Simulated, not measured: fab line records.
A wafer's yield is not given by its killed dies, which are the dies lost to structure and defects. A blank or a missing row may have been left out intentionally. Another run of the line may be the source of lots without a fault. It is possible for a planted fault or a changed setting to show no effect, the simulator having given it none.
What tool caused it? + flow gf180mcu + 18 wafers sampled from 6 lots at 1 step of a route of 602

## WHAT EACH GAUGE READ, for each wafer
GF_V3_CD_MEAS_14: the cd target is 260 nm.
| lot  | measured     | on       | cdNm (nm)         |
|------|--------------|----------|-------------------|
| L357 | day 23 06:31 | cdSem-02 | 260.6 260.7 260.8 |
| L358 | day 23 23:09 | cdSem-02 | 259.7 259.1 259.7 |
| L361 | day 24 21:15 | cdSem-02 | 261.0 260.3 260.7 |
| L369 | day 27 17:46 | cdSem-02 | 259.9 259.5 259.7 |
| L371 | day 28 06:58 | cdSem-02 | 259.4 260.5 259.8 |
| L374 | day 29 05:15 | cdSem-02 | 261.0 262.0 261.5 |

## WHICH TOOL RAN EACH LOT (tool, then ch and the chambers of the sampled wafers, then the start)
There is no process step in the record ahead of these readings.

## THE ANSWER, worked out from the rows above alone
Rule: the lots themselves supply what counts as usual. The widest of any qualifying gaps counts: lots, ordered by their means at a reading, are off when they make up no more than a third of the lots, leave a main group of 4 or more, and stand apart from it by 3 or more times the standard deviation of that group's means. A main group is skipped when, at the precision printed for the reading in the tables above, its means are all equal. A lot without any number at a reading at which 4 lots or more have one is off too. All remaining lots with rows at the step are treated as sound.
None of the lots is off at any reading shown; this tells nothing.

## WHAT THE SIMULATOR HAD PUT IN
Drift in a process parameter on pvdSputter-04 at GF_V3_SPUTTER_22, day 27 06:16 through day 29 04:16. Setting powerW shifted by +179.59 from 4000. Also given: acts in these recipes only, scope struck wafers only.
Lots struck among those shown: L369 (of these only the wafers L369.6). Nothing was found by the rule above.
